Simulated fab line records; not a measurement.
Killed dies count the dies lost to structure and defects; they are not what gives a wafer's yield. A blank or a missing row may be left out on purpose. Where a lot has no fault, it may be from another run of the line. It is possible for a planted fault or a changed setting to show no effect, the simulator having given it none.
Which of the tools did it?	flow sky130	18 wafers sampled from 6 lots at 1 step of a route of 708

== WHAT THE GAUGES SHOWED, per wafer ==
SKY_RES_PROTECT_TW_MEAS_08.
lot	measured	on	POLY_GATE_TW
L941	day 15 18:01	filmMetro-03	4029 4013 4029
L943	day 16 18:31	filmMetro-02	4013 3990 4016
L949	day 18 15:11	filmMetro-03	4064 4038 4045
L952	day 20 07:44	filmMetro-03	4064 4073 4051
L953	day 20 18:56	filmMetro-03	4061 4043 4031
L959	day 22 12:55	filmMetro-03	4056 4056 4069

== WHAT TOOL EACH LOT RAN ON (gives the tool, then ch and the chambers of the sampled wafers, and finally the start) ==
Before these readings, the record contains no process step.

== THE ANSWER, worked out from the rows above alone ==
Rule: usual is defined by the lots themselves. Put in order of their means at a reading, lots are off if they are a third of the lots or fewer, leave a main group of 4 or more, and stand apart from it by a gap of 3 or more times the standard deviation of the main group's means; of several such gaps the widest counts. Not used: any main group whose means are identical at the precision the tables above print for the reading. Also off: a lot with no number at a reading for which 4 or more lots have one. All remaining lots with rows at the step are treated as sound.
Nothing can be told from this: no lot is off at any reading shown.

== WHAT THE SIMULATOR PUT IN ==
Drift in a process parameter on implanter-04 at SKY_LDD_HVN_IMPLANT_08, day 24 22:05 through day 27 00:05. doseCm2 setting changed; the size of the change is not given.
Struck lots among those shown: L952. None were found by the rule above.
